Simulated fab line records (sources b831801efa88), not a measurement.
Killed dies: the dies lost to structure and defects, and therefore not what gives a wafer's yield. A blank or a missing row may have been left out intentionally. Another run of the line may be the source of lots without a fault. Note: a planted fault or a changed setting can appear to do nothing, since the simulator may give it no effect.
2 desks looking at one fault -- flow sky130 -- numbers are kept per desk, each desk with only its own; the story behind them comes last

## FOR THE TOOL OWNER'S DESK: rie_diel-04
The tool's own readings at SKY_VIA1_ETCH_14 (etches BARC in N2/H2, stops on SiO2, time 45.9 s, target depth 60 nm): means of the sampled wafers that have a number, for each lot that ran on this tool. Marked OUT: a lot whose mean sits more than 4 standard deviations from the usual mean, which makes it out of limits; the brackets give that distance.
Columns: A = bias_w at SKY_VIA1_ETCH_14, usual 100.01 W; B = chamber_pressure_mTorr at SKY_VIA1_ETCH_14, usual 29.998 mTorr; C = drypump_motor_current_A at SKY_VIA1_ETCH_14, usual 5.6 A; D = oes_product_au at SKY_VIA1_ETCH_14, usual 0.856 a.u.; E = rf_fwd_power_W at SKY_VIA1_ETCH_14, usual 494.2 W; F = throttle_valve_pct at SKY_VIA1_ETCH_14, usual 13.225 %
lot,first seen here,A,B,C,D,E,F
L838,day 34 06:28,100.23,30.011,5.2,0.859,493.7,13.230
L839,day 34 20:11,100.21,29.969,5.3,0.859,494.5,13.231
L855,day 39 12:02,100.08,30.010,5.6,0.853,492.3,13.234
L859,day 41 00:46,99.88,30.027,5.3,0.857,493.3,13.225
L860,day 41 02:08,99.95,30.000,5.3,0.857,492.2,13.229
This desk's finding: nothing out of limits on any of the 5 lots.

## AT THE METROLOGY DESK
What the gauges read for every lot (on any tool): the sampled wafers with a number, averaged. Marked OUT: a lot whose mean sits more than 4 standard deviations from the usual mean, which makes it out of limits; the brackets give that distance.
Columns: A = CONTACT_OVL at SKY_CONTACT_OVL_MEAS_15, usual 1 nm
lot,first seen here,A
L838,day 31 21:27,6
L839,day 32 11:28,-7
L841,day 32 14:58,1
L842,day 32 23:13,1
L844,day 33 23:31,6
L845,day 34 11:21,-6
L851,day 36 00:12,6
L854,day 36 20:49,-1
L855,day 37 04:37,-3
L856,day 37 07:18,-5
L858,day 38 00:40,1
L859,day 38 20:48,11
L860,day 38 21:49,2
L861,day 38 23:04,1
This desk's finding: nothing out of limits on any of the 14 lots.

## ALL TOGETHER
Nothing out of limits was seen by the tool owner's desk.
Metrology desk: nothing out of limits seen.

## WHAT THE SIMULATOR HAD PUT IN
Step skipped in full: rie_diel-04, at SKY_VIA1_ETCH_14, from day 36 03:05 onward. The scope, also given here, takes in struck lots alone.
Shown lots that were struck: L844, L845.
